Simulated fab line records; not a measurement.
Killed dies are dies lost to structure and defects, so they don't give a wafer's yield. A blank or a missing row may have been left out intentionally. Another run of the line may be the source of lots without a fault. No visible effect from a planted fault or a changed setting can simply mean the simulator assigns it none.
fab line records    flow sky130
[record] lots = 11  wafers = 33  last-day = 50
route steps=708 shown METAL3@563 CAP2M@603 METAL4@633 PAD_OPEN@708
lots that met no fault: from a run of the same line without faults
start-h: the number of hours between the record's first day and the start of the first shown wafer of the lot    wait-h: hours since the lot's step before    " same as the row above    L1.1+2: several wafers, shown together as one row    - no value, or no start given    * or withheld: withheld    < > ~ a bound
route shown NAME@n: a module of which the file shows steps, and the number in the route of the first    usual: the fault-free wafers' mean and standard deviation    same: alike in all rows    chamber/n: place in a boat    sites: per-site readings    _std_site: standard deviation of those values    _edge_site: the outer-site mean with the inner-site mean subtracted    radius-mm: for every site, how far away it sits from the centre of the wafer    mask NAME#n: copy n    behind: the tool/chamber that last shaped the wafer    hold: cause of the lot's hold/its duration in hours/its outcome    device: which transistor (n, p or np) failed to switch    end of line: tests run on the same wafers once the route is complete    where a step has no rows: the recipe by itself    killed: at the first sort, the dies lost to defects and structure; wafer yield is something else    map: shows each die of a wafer: x if killed, . if not, _ if none is there
set.NAME: the setting the step ran with; set.NAME@STEP: the setting that earlier step ran with    model.NAME: the simulator's own value behind a step, which no gauge read
one table for each step of the route and one row for each wafer, over a sample of lots
services: the hour from which a tool's chamber was out of use, counted from the record's first day as start-h (under 0 if before that day), plus the number of hours and why
[[steps]]
[step SKY_METAL3_CD_MEAS_13]
[recipe] target-cd-nm = 300
[usual] cd-nm = 299.8/1.5
lot.wafer  tool       chamber  start-h  wait-h  cd-nm
L311.2     cd-sem-02  -        909.42   -       300.6
L311.4     "          -        "        "       299.8
L311.5     "          -        "        "       299.3
L313.1     cd-sem-01  -        922.85   -       299.5
L313.4     "          -        "        "       299.2
L313.5     "          -        "        "       300.0
L314.2     cd-sem-01  -        930.42   -       300.7
L314.3     "          -        "        "       301.4
L314.6     "          -        "        "       301.3
L317.1     cd-sem-01  -        958.73   -       302.5
L317.2     "          -        "        "       301.7
L317.5     "          -        "        "       301.3
L318.2     cd-sem-01  -        961.27   -       300.4
L318.3     "          -        "        "       299.8
L318.6     "          -        "        "       299.1
L323.2     cd-sem-01  -        992.90   -       298.3
L323.3     "          -        "        "       297.8
L323.5     "          -        "        "       298.0
L325.2     cd-sem-02  -        1010.47  -       301.8
L325.5     "          -        "        "       301.1
L325.6     "          -        "        "       301.7
L326.1     cd-sem-02  -        1011.95  -       301.2
L326.2     "          -        "        "       300.1
L326.5     "          -        "        "       300.5
L327.4     cd-sem-01  -        1012.41  -       300.9
L327.5     "          -        "        "       302.2
L327.6     "          -        "        "       299.8
L332.2     cd-sem-01  -        1054.87  -       302.6
L332.3     "          -        "        "       301.7
L332.6     "          -        "        "       302.0
L334.1     cd-sem-02  -        1061.80  -       299.5
L334.3     "          -        "        "       300.7
L334.4     "          -        "        "       299.2
[step SKY_METAL3_METAL_ETCH_18]
[recipe] target-depth-a = 8450  stop-on = SiO2  over-etch-frac = 0.3  time-s = 183.1  chemistry = Cl2/BCl3  resist-sidewall-deg = 88  pressure-mtorr = 10  icp-w = 900  bias-w = 48.5  Cl2_flow_sccm = 60  bcl3-flow-sccm = 30
[usual] drypump-motor-current-A = 5.91/0.25  oes-product-au = 0.867/0.0074  throttle-valve-pct = 22.264/0.01
lot.wafer  tool          chamber  start-h  wait-h  drypump-motor-current-A  oes-product-au  rf-hours-counter-h  throttle-valve-pct
L311.2     rie-metal-04  0        909.83   0.0     5.74                     0.874           2                   22.253
L311.4     "             0        "        "       5.72                     0.878           -                   22.260
L311.5     "             1        "        "       5.84                     0.864           -                   22.267
L313.1     rie-metal-02  0        923.15   0.0     5.96                     0.869           15                  22.270
L313.4     "             1        "        "       5.56                     0.874           -                   22.266
L313.5     "             0        "        "       5.96                     0.872           -                   22.265
L314.2     rie-metal-04  0        930.70   0.0     5.72                     0.860           3                   22.264
L314.3     "             0        "        "       5.72                     0.869           -                   22.266
L314.6     "             1        "        "       5.85                     0.856           -                   22.261
L317.1     rie-metal-04  1        959.04   0.0     5.88                     0.860           9                   22.249
L317.2     "             0        "        "       5.70                     0.880           4                   22.270
L317.5     "             0        "        "       5.72                     0.872           -                   22.280
L318.2     rie-metal-04  1        961.55   0.0     5.83                     0.866           10                  22.282
L318.3     "             1        "        "       5.83                     0.858           -                   22.253
L318.6     "             1        "        "       5.84                     0.860           -                   22.259
L323.2     rie-metal-03  1        993.19   0.0     6.43                     0.860           9                   22.260
L323.3     "             1        "        "       6.42                     0.858           -                   22.262
L323.5     "             1        "        "       6.43                     0.860           -                   22.259
L325.2     rie-metal-04  1        1010.75  0.0     5.84                     0.869           13                  22.285
L325.5     "             1        "        "       5.84                     0.863           -                   22.276
L325.6     "             0        "        "       5.72                     0.871           -                   22.247
L326.1     rie-metal-04  0        1012.25  0.0     5.72                     0.859           7                   22.252
L326.2     "             1        "        "       5.86                     0.863           13                  22.271
L326.5     "             1        "        "       5.86                     0.862           -                   22.260
L327.4     rie-metal-03  1        1012.71  0.1     6.42                     0.875           -                   22.254
L327.5     "             0        "        "       5.92                     0.866           -                   22.270
L327.6     "             1        "        "       6.42                     0.872           -                   22.247
L332.2     rie-metal-02  0        1055.43  0.1     6.00                     0.876           -                   22.262
L332.3     "             0        "        "       5.99                     0.861           -                   22.261
L332.6     "             0        "        "       6.01                     0.867           -                   22.270
L334.1     rie-metal-02  0        1062.32  0.0     5.95                     0.867           23                  22.248
L334.3     "             0        "        "       5.97                     0.864           -                   22.253
L334.4     "             0        "        "       5.97                     0.857           -                   22.268
[step SKY_CAP2M_CVD_00]
[recipe] material = SiO2  target-thk-nm = 15.5  temp-c = 400  time-s = withheld  rf-w = 450
[usual] heater-power-w = 682/73
lot.wafer  tool      chamber  start-h  wait-h  heater-power-w
L311.2     pecvd-02  1        938.00   0.0     660
L311.4     "         2        "        "       732
L311.5     "         1        "        "       661
L313.1     pecvd-01  2        951.23   0.0     751
L313.4     "         0        "        "       634
L313.5     "         1        "        "       626
L314.2     pecvd-04  1        957.87   0.0     725
L314.3     "         0        "        "       836
L314.6     "         2        "        "       657
L317.1     pecvd-04  2        986.91   0.0     611
L317.2     "         1        "        "       704
L317.5     "         1        "        "       708
L318.2     pecvd-02  0        989.27   0.0     610
L318.3     "         1        "        "       601
L318.6     "         0        "        "       616
L323.2     pecvd-02  2        1018.69  0.0     710
L323.3     "         1        "        "       589
L323.5     "         2        "        "       715
L325.2     pecvd-02  2        1036.38  0.0     696
L325.5     "         2        "        "       709
L325.6     "         1        "        "       663
L326.1     pecvd-01  0        1037.76  0.0     576
L326.2     "         1        "        "       721
L326.5     "         1        "        "       703
L327.4     pecvd-02  1        1038.79  0.0     701
L327.5     "         0        "        "       737
L327.6     "         2        "        "       755
L332.2     pecvd-04  0        1080.04  0.0     727
L332.3     "         0        "        "       737
L332.6     "         0        "        "       721
L334.1     pecvd-01  0        1087.57  0.0     540
L334.3     "         1        "        "       637
L334.4     "         0        "        "       547
[step SKY_CAP2M_THK_MEAS_01]
[recipe] reads = SiO2_of_CAP2M_CVD_00
[usual] CAP2M_CVD_00_THK = 15.54/0.23
lot.wafer  tool           chamber  start-h  wait-h  CAP2M_CVD_00_THK[nm]
L311.2     film-metro-03  -        938.04   -       15.43
L311.4     "              -        "        "       15.97
L311.5     "              -        "        "       15.63
L313.1     film-metro-01  -        951.25   -       15.55
L313.4     "              -        "        "       16.09
L313.5     "              -        "        "       15.84
L314.2     film-metro-03  -        957.90   -       15.56
L314.3     "              -        "        "       15.27
L314.6     "              -        "        "       15.47
L317.1     film-metro-01  -        986.94   -       15.44
L317.2     "              -        "        "       15.42
L317.5     "              -        "        "       15.60
L318.2     film-metro-03  -        989.30   -       15.61
L318.3     "              -        "        "       15.54
L318.6     "              -        "        "       15.72
L323.2     film-metro-01  -        1018.72  -       15.47
L323.3     "              -        "        "       15.32
L323.5     "              -        "        "       15.43
L325.2     film-metro-01  -        1036.41  -       15.44
L325.5     "              -        "        "       15.58
L325.6     "              -        "        "       22.90
L326.1     film-metro-02  -        1037.79  -       15.54
L326.2     "              -        "        "       15.38
L326.5     "              -        "        "       15.78
L327.4     film-metro-02  -        1038.83  -       15.56
L327.5     "              -        "        "       15.65
L327.6     "              -        "        "       23.03
L332.2     film-metro-02  -        1080.09  -       15.52
L332.3     "              -        "        "       15.65
L332.6     "              -        "        "       15.62
L334.1     film-metro-02  -        1087.59  -       15.24
L334.3     "              -        "        "       15.37
L334.4     "              -        "        "       15.64
[step SKY_CAP2M_OVL_MEAS_12]
[usual] CAP2M_OVL = 0.1/2
lot.wafer  tool        chamber  start-h  wait-h  CAP2M_OVL[nm]
L311.2     overlay-02  -        962.75   0.1     -1.4
L311.4     "           -        "        "       -1.3
L311.5     "           -        "        "       1.1
L313.1     overlay-01  -        975.68   0.1     2.3
L313.4     "           -        "        "       -0.5
L313.5     "           -        "        "       2.7
L314.2     overlay-02  -        981.44   0.1     1.2
L314.3     "           -        "        "       1.8
L314.6     "           -        "        "       0.2
L317.1     overlay-02  -        1010.08  0.1     1.5
L317.2     "           -        "        "       2.9
L317.5     "           -        "        "       3.7
L318.2     overlay-01  -        1013.39  0.1     -3.8
L318.3     "           -        "        "       -4.8
L318.6     "           -        "        "       -3.6
L323.2     overlay-01  -        1041.39  0.1     0.7
L323.3     "           -        "        "       1.4
L323.5     "           -        "        "       0.7
L325.2     overlay-01  -        1058.30  0.1     1.0
L325.5     "           -        "        "       -0.7
L325.6     "           -        "        "       0.6
L326.1     overlay-01  -        1059.48  0.1     2.1
L326.2     "           -        "        "       3.5
L326.5     "           -        "        "       1.3
L327.4     overlay-02  -        1060.82  0.1     1.7
L327.5     "           -        "        "       2.8
L327.6     "           -        "        "       0.6
L332.2     overlay-02  -        1100.95  0.1     -0.5
L332.3     "           -        "        "       -3.0
L332.6     "           -        "        "       -2.3
L334.1     overlay-02  -        1107.70  0.1     1.5
L334.3     "           -        "        "       0.5
L334.4     "           -        "        "       1.2
[step SKY_METAL4_ETCH_17]
[recipe] target = SiO2  stop-on = TiN  chemistry = C4F8/O2/Ar  source-w = 1500  bias-w = 1200  pressure-mtorr = 40  c4f8-flow-sccm = withheld  O2_flow_sccm = 6  Ar_flow_sccm = 300  time-s = 3.9  target-depth-a = 150
[usual] oes-product-au = 0.755/0.0074
lot.wafer  tool         chamber  start-h  wait-h  oes-product-au  rf-hours-counter-h
L311.2     rie-diel-02  3        988.26   0.1     0.756           22
L311.4     "            1        "        "       0.765           27
L311.5     "            1        "        "       0.758           -
L313.1     rie-diel-04  3        1001.28  0.1     0.754           20
L313.4     "            1        "        "       0.764           5
L313.5     "            2        "        "       0.763           -
L314.2     rie-diel-04  2        1005.78  0.1     0.760           11
L314.3     "            1        "        "       0.736           5
L314.6     "            1        "        "       0.755           -
L317.1     rie-diel-03  2        1034.13  0.1     0.749           20
L317.2     "            3        "        "       0.751           14
L317.5     "            0        "        "       0.752           -
L318.2     rie-diel-04  0        1037.58  0.1     0.762           7
L318.3     "            3        "        "       0.749           21
L318.6     "            2        "        "       0.756           -
L323.2     rie-diel-02  2        1064.33  0.1     0.758           18
L323.3     "            0        "        "       0.741           24
L323.5     "            2        "        "       0.756           -
L325.2     rie-diel-03  1        1081.13  0.1     0.756           21
L325.5     "            3        "        "       0.750           -
L325.6     "            2        "        "       0.938           -
L326.1     rie-diel-03  3        1082.48  0.1     0.744           16
L326.2     "            0        "        "       0.755           0
L326.5     "            1        "        "       0.763           -
L327.4     rie-diel-02  3        1083.48  0.0     0.761           25
L327.5     "            1        "        "       0.757           -
L327.6     "            0        "        "       0.939           -
L332.2     rie-diel-02  0        1122.25  0.1     0.759           26
L332.3     "            2        "        "       0.756           20
L332.6     "            2        "        "       0.759           -
L334.1     rie-diel-04  3        1128.58  0.1     0.746           24
L334.3     "            2        "        "       0.748           14
L334.4     "            0        "        "       0.763           10
[step SKY_PAD_OPEN_PROBE_99]
[usual] defect-limited-yield = 82.7/2  killed_at_M0_to_M3 = 42/6.7  killed_at_M4_up = 3.3/2.1  killed-at-contacts = 24/5.1  killed-at-front-end = 15/4.6  killed-at-other = 0.3/0.58  killed-dies = 85/9.9  killed-on-rim = 17/3.7  killed-open = 46/6.9  killed-short = 38/7
[same] gross-dies = 492  killed-at-back-side = 0
lot.wafer  tool       chamber  start-h  wait-h  defect-limited-yield[%]  killed_at_M0_to_M3  killed_at_M4_up  killed-at-contacts  killed-at-front-end  killed-at-other  killed-dies  killed-on-rim  killed-open  killed-short
L311.2     prober-01  -        1085.20  0.1     84.6                     42                  1                22                  11                   0                76           24             46           30
L311.4     prober-01  -        1085.30  0.2     82.5                     49                  3                22                  12                   0                86           23             47           39
L311.5     prober-01  -        1085.35  0.2     82.3                     53                  3                21                  10                   0                87           16             46           41
L313.1     prober-01  -        1096.06  0.1     79.9                     46                  3                28                  21                   1                99           14             49           50
L313.4     prober-01  -        1096.21  0.2     83.7                     36                  2                32                  10                   0                80           22             43           37
L313.5     prober-01  -        1096.26  0.2     78.7                     46                  3                37                  19                   0                105          14             62           43
L314.2     prober-02  -        1097.88  0.1     83.3                     44                  2                23                  13                   0                82           17             44           38
L314.3     prober-02  -        1097.93  0.2     83.3                     40                  4                23                  15                   0                82           19             39           43
L314.6     prober-02  -        1098.08  0.2     82.9                     38                  2                29                  14                   1                84           19             52           32
L317.1     prober-01  -        1125.85  0.1     81.1                     37                  5                30                  21                   0                93           20             56           37
L317.2     prober-01  -        1125.90  0.1     80.9                     49                  0                28                  17                   0                94           13             50           42
L317.5     prober-01  -        1126.05  0.2     80.7                     47                  8                19                  21                   0                95           21             47           47
L318.2     prober-02  -        1128.37  0.1     82.1                     44                  4                23                  17                   0                88           12             44           44
L318.3     prober-02  -        1128.42  0.2     81.5                     39                  2                29                  21                   0                91           21             50           41
L318.6     prober-02  -        1128.57  0.2     83.5                     35                  1                26                  19                   0                81           20             43           37
L323.2     prober-01  -        1152.72  0.1     84.1                     37                  2                29                  10                   0                78           17             46           31
L323.3     prober-01  -        1152.77  0.2     80.7                     58                  4                21                  11                   1                95           22             53           41
L323.5     prober-01  -        1152.87  0.2     86.2                     33                  3                20                  10                   2                68           14             32           36
L325.2     prober-01  -        1164.16  0.1     78.9                     45                  4                26                  29                   0                104          25             62           41
L325.5     prober-01  -        1164.31  0.2     83.3                     48                  2                19                  13                   0                82           18             47           35
L325.6     prober-01  -        1164.36  0.2     82.7                     40                  5                26                  13                   1                85           19             42           43
L326.1     prober-02  -        1166.97  0.1     84.1                     44                  1                24                  9                    0                78           14             44           32
L326.2     prober-02  -        1167.02  0.1     86.2                     35                  4                18                  10                   1                68           14             44           20
L326.5     prober-02  -        1167.17  0.2     86.4                     39                  2                15                  10                   1                67           10             36           30
L327.4     prober-01  -        1167.47  0.2     82.9                     39                  3                25                  16                   1                84           14             44           40
L327.5     prober-01  -        1167.52  0.2     80.3                     43                  3                28                  23                   0                97           18             55           41
L327.6     prober-01  -        1167.57  0.2     83.7                     35                  2                24                  19                   0                80           11             45           35
L332.2     prober-02  -        1199.52  0.1     81.3                     44                  5                24                  18                   1                92           21             54           38
L332.3     prober-02  -        1199.57  0.2     87.8                     27                  0                22                  9                    2                60           11             35           25
L332.6     prober-02  -        1199.72  0.2     79.1                     51                  2                38                  12                   0                103          21             58           45
L334.1     prober-02  -        1202.81  0.1     81.9                     53                  3                13                  20                   0                89           15             45           44
L334.3     prober-02  -        1202.91  0.2     85.8                     33                  4                20                  13                   0                70           13             38           32
L334.4     prober-02  -        1202.96  0.2     86.8                     38                  2                13                  11                   1                65           15             40           25
// killed by level:class
L311.2 VIA1:geometric-particle:open=16 CONTACT:geometric-particle:open=7 VIA2:geometric-particle:open=7 LI_CONTACT:geometric-particle:open=5 METAL1:geometric-particle:short=5 FIELD_ISO:geometric-particle:open=4 LI_CONTACT:geometric-particle:short=4 CONTACT:geometric-particle:short=4
L311.4 VIA1:geometric-particle:open=11 VIA2:geometric-particle:open=10 CONTACT:geometric-particle:open=8 METAL2:geometric-particle:short=7 LI_CONTACT:geometric-particle:open=4 LOCAL_INTERCONNECT:geometric-particle:short=4 CONTACT:geometric-particle:short=4 METAL1:geometric-particle:short=4
L311.5 VIA1:geometric-particle:open=13 LI_CONTACT:geometric-particle:open=7 METAL2:geometric-particle:short=7 VIA3:geometric-particle:open=7 VIA2:geometric-particle:open=6 VIA1:geometric-particle:short=5 CONTACT:geometric-particle:open=5 CONTACT:geometric-particle:short=5
L313.1 VIA1:geometric-particle:open=13 LI_CONTACT:geometric-particle:short=8 METAL1:geometric-particle:short=8 FIELD_ISO:geometric-particle:short=7 CONTACT:geometric-particle:open=7 VIA3:geometric-particle:open=7 POLY_GATE:geometric-particle:short=6 LI_CONTACT:geometric-particle:open=5
L313.4 LI_CONTACT:geometric-particle:open=9 CONTACT:geometric-particle:open=9 VIA3:geometric-particle:open=7 METAL2:geometric-particle:short=6 VIA1:geometric-particle:open=6 LOCAL_INTERCONNECT:geometric-particle:short=5 METAL1:geometric-particle:short=5 VIA2:geometric-particle:open=5
L313.5 CONTACT:geometric-particle:open=13 VIA1:geometric-particle:open=12 LI_CONTACT:geometric-particle:open=10 CONTACT:geometric-particle:short=9 METAL1:geometric-particle:short=7 VIA3:geometric-particle:open=7 FIELD_ISO:geometric-particle:open=6 METAL2:geometric-particle:short=5
L314.2 VIA2:geometric-particle:open=9 VIA3:geometric-particle:open=8 METAL1:geometric-particle:short=7 LI_CONTACT:geometric-particle:open=7 CONTACT:geometric-particle:open=7 LOCAL_INTERCONNECT:geometric-particle:short=5 VIA2:geometric-particle:short=4 METAL3:geometric-particle:short=4
L314.3 VIA3:geometric-particle:open=11 LI_CONTACT:geometric-particle:open=9 METAL2:geometric-particle:short=7 FIELD_ISO:geometric-particle:short=6 VIA1:geometric-particle:short=6 METAL1:geometric-particle:short=6 VIA1:geometric-particle:open=5 LOCAL_INTERCONNECT:geometric-particle:short=5
L314.6 VIA1:geometric-particle:open=13 CONTACT:geometric-particle:open=12 LI_CONTACT:geometric-particle:open=10 METAL1:geometric-particle:short=5 VIA2:geometric-particle:open=5 FIELD_ISO:geometric-particle:short=4 POLY_GATE:geometric-particle:short=3 LI_CONTACT:geometric-particle:short=3
L317.1 CONTACT:geometric-particle:open=12 VIA1:geometric-particle:open=11 FIELD_ISO:geometric-particle:open=9 LI_CONTACT:geometric-particle:open=8 POLY_GATE:geometric-particle:short=6 METAL2:geometric-particle:short=6 VIA3:geometric-particle:open=6 VIA2:geometric-particle:open=5
L317.2 CONTACT:geometric-particle:open=11 VIA2:geometric-particle:open=11 FIELD_ISO:geometric-particle:open=7 VIA1:geometric-particle:open=7 VIA1:geometric-particle:short=7 VIA3:geometric-particle:open=6 LOCAL_INTERCONNECT:geometric-particle:short=5 POLY_GATE:geometric-particle:short=4
L317.5 VIA3:geometric-particle:open=9 VIA1:geometric-particle:open=8 POLY_GATE:geometric-particle:open=8 METAL1:geometric-particle:short=7 FIELD_ISO:geometric-particle:open=6 FIELD_ISO:geometric-particle:short=5 METAL4:geometric-particle:short=5 LOCAL_INTERCONNECT:geometric-particle:short=5
L318.2 VIA1:geometric-particle:open=11 CONTACT:geometric-particle:open=8 FIELD_ISO:geometric-particle:short=7 METAL1:geometric-particle:short=7 FIELD_ISO:geometric-particle:open=6 VIA2:geometric-particle:open=6 CONTACT:geometric-particle:short=5 METAL3:geometric-particle:short=5
L318.3 VIA1:geometric-particle:open=11 LI_CONTACT:geometric-particle:open=9 FIELD_ISO:geometric-particle:open=7 CONTACT:geometric-particle:open=7 VIA1:geometric-particle:short=6 CONTACT:geometric-particle:short=6 VIA2:geometric-particle:open=6 METAL1:geometric-particle:short=5
L318.6 VIA1:geometric-particle:open=11 LI_CONTACT:geometric-particle:open=7 CONTACT:geometric-particle:open=6 FIELD_ISO:geometric-particle:open=5 LOCAL_INTERCONNECT:geometric-particle:short=5 METAL1:geometric-particle:short=5 FIELD_ISO:geometric-particle:short=4 POLY_GATE:geometric-particle:open=3
L323.2 CONTACT:geometric-particle:open=13 LI_CONTACT:geometric-particle:open=8 METAL1:geometric-particle:short=7 VIA1:geometric-particle:open=7 VIA2:geometric-particle:open=6 LOCAL_INTERCONNECT:geometric-particle:short=4 METAL2:geometric-particle:short=4 POLY_GATE:geometric-particle:short=3
L323.3 VIA1:geometric-particle:open=15 CONTACT:geometric-particle:open=10 VIA2:geometric-particle:open=9 VIA2:geometric-particle:short=8 VIA3:geometric-particle:open=7 METAL2:geometric-particle:short=6 CONTACT:geometric-particle:short=5 POLY_GATE:geometric-particle:short=4
L323.5 CONTACT:geometric-particle:open=6 VIA3:geometric-particle:open=6 LI_CONTACT:geometric-particle:open=5 METAL1:geometric-particle:short=5 VIA2:geometric-particle:open=5 LI_CONTACT:geometric-particle:short=4 METAL2:geometric-particle:short=4 POLY_GATE:geometric-particle:open=3
L325.2 LI_CONTACT:geometric-particle:open=11 FIELD_ISO:geometric-particle:short=10 VIA3:geometric-particle:open=9 VIA2:geometric-particle:open=9 CONTACT:geometric-particle:open=8 VIA1:geometric-particle:open=7 CONTACT:geometric-particle:short=5 POLY_GATE:geometric-particle:short=4
L325.5 CONTACT:geometric-particle:open=9 VIA1:geometric-particle:open=9 VIA2:geometric-particle:open=9 VIA2:geometric-particle:short=7 VIA3:geometric-particle:open=7 METAL2:geometric-particle:short=5 LOCAL_INTERCONNECT:geometric-particle:short=4 FIELD_ISO:geometric-particle:short=3
L325.6 LI_CONTACT:geometric-particle:open=12 METAL2:geometric-particle:short=9 CONTACT:geometric-particle:open=6 CONTACT:geometric-particle:short=5 VIA3:geometric-particle:open=4 VIA1:geometric-particle:short=4 VIA1:geometric-particle:open=4 VIA2:geometric-particle:open=4
L326.1 VIA1:geometric-particle:open=10 LI_CONTACT:geometric-particle:open=9 CONTACT:geometric-particle:open=7 VIA3:geometric-particle:open=6 METAL1:geometric-particle:short=5 METAL2:geometric-particle:short=5 VIA2:geometric-particle:open=5 LOCAL_INTERCONNECT:geometric-particle:short=3
L326.2 LI_CONTACT:geometric-particle:open=9 VIA3:geometric-particle:open=8 VIA1:geometric-particle:open=7 VIA2:geometric-particle:open=6 FIELD_ISO:geometric-particle:open=4 CONTACT:geometric-particle:open=4 LOCAL_INTERCONNECT:geometric-particle:short=3 METAL1:geometric-particle:short=3
L326.5 LI_CONTACT:geometric-particle:open=9 METAL2:geometric-particle:short=9 VIA1:geometric-particle:open=6 VIA1:geometric-particle:short=6 VIA2:geometric-particle:open=5 POLY_GATE:geometric-particle:open=4 VIA3:geometric-particle:open=4 CONTACT:geometric-particle:open=3
L327.4 VIA1:geometric-particle:open=13 CONTACT:geometric-particle:open=10 LI_CONTACT:geometric-particle:open=7 METAL1:geometric-particle:short=6 POLY_GATE:geometric-particle:short=5 VIA2:geometric-particle:open=5 FIELD_ISO:geometric-particle:short=4 VIA3:geometric-particle:open=4
L327.5 VIA1:geometric-particle:open=15 FIELD_ISO:geometric-particle:open=9 LI_CONTACT:geometric-particle:open=8 CONTACT:geometric-particle:short=8 FIELD_ISO:geometric-particle:short=7 VIA2:geometric-particle:open=7 CONTACT:geometric-particle:open=6 LOCAL_INTERCONNECT:geometric-particle:short=4
L327.6 CONTACT:geometric-particle:open=10 VIA1:geometric-particle:open=10 LI_CONTACT:geometric-particle:open=7 FIELD_ISO:geometric-particle:short=6 VIA3:geometric-particle:short=6 VIA1:geometric-particle:short=5 METAL1:geometric-particle:short=5 POLY_GATE:geometric-particle:open=4
L332.2 CONTACT:geometric-particle:open=11 VIA1:geometric-particle:open=9 VIA3:geometric-particle:open=8 LI_CONTACT:geometric-particle:open=7 POLY_GATE:geometric-particle:open=5 CONTACT:geometric-particle:short=5 VIA1:geometric-particle:short=5 VIA2:geometric-particle:open=5
L332.3 VIA1:geometric-particle:open=8 CONTACT:geometric-particle:open=7 LI_CONTACT:geometric-particle:open=6 VIA3:geometric-particle:open=5 LOCAL_INTERCONNECT:geometric-particle:short=4 CONTACT:geometric-particle:short=4 VIA2:geometric-particle:open=4 FIELD_ISO:geometric-particle:short=3
L332.6 CONTACT:geometric-particle:open=13 VIA1:geometric-particle:open=11 LI_CONTACT:geometric-particle:open=9 CONTACT:geometric-particle:short=9 VIA3:geometric-particle:open=7 METAL1:geometric-particle:short=7 METAL2:geometric-particle:short=6 VIA2:geometric-particle:open=6
L334.1 VIA1:geometric-particle:open=12 VIA2:geometric-particle:open=10 METAL3:geometric-particle:short=6 METAL2:geometric-particle:short=6 FIELD_ISO:geometric-particle:short=5 VIA1:geometric-particle:short=5 POLY_GATE:geometric-particle:open=4 SPACER:geometric-particle:short=4
L334.3 VIA1:geometric-particle:open=10 LI_CONTACT:geometric-particle:open=9 VIA1:geometric-particle:short=6 METAL1:geometric-particle:short=5 VIA3:geometric-particle:open=5 POLY_GATE:geometric-particle:short=4 LOCAL_INTERCONNECT:geometric-particle:short=4 VIA2:geometric-particle:open=4
L334.4 VIA1:geometric-particle:open=8 FIELD_ISO:geometric-particle:open=7 LI_CONTACT:geometric-particle:open=7 METAL3:geometric-particle:short=6 METAL2:geometric-particle:short=5 VIA2:geometric-particle:open=5 VIA3:geometric-particle:open=4 CONTACT:geometric-particle:open=3
[[services]]
tool          chamber  start-h  hours  kind
pecvd-02      -        890.92   0.9    repair
rie-diel-03   1        902.04   4.2    repair
rie-metal-02  0        907.79   10.5   repair
rie-diel-04   -        912.36   1.5    repair
pecvd-04      -        916.00   0.3    repair
pecvd-01      -        918.31   0.7    repair
pecvd-02      2        919.99   5.5    scheduled-down
rie-metal-04  0        932.06   16.6   repair
rie-metal-03  -        953.22   0.9    repair
rie-diel-02   2        967.03   2.4    repair
rie-diel-03   1        991.66   4.9    repair
rie-diel-02   1        1005.28  4.9    repair
rie-diel-02   2        1008.70  1.4    repair
rie-diel-02   3        1015.22  9.9    repair
rie-diel-02   1        1020.27  15.3   repair
rie-diel-02   1        1042.05  -      clean
pecvd-04      -        1048.81  0.6    repair
pecvd-02      2        1049.75  2.1    scheduled-down
rie-diel-03   0        1052.87  6.0    repair
rie-metal-02  -        1068.22  0.7    repair
rie-diel-03   -        1087.40  2.8    pm
rie-metal-04  -        1105.64  2.8    pm
rie-diel-03   2        1115.81  4.3    repair
rie-metal-02  -        1123.47  0.9    repair
[[key]]
[first-sign] step = SKY_CAP2M_THK_MEAS_01  reading = CAP2M_CVD_00_THK  direction = up  sigmas = 33  usual = 15.54  struck = 22.97
[effect] step = SKY_METAL4_ETCH_17  reading = oes-product-au  direction = up  sigmas = 25  usual = 0.755  struck = 0.939
met-at SKY_CAP2M_CVD_00
struck-lots L325,L327
struck-wafers L325.6,L327.6
not-acting-at SKY_METAL3_CD_MEAS_13,SKY_METAL3_METAL_ETCH_18,SKY_CAP2M_OVL_MEAS_12
onset-between 1018.69 1036.38
[fault] kind = process-parameter-drift  tool = pecvd-02  chamber = -  onset-h = 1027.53  steps = SKY_CAP2M_CVD_00  channel = target-thk-nm  offset = 7.2445  shape = step  end-h = 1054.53  scope = struck-wafers-only  acts-in = these-recipes-only  stated = 15.5
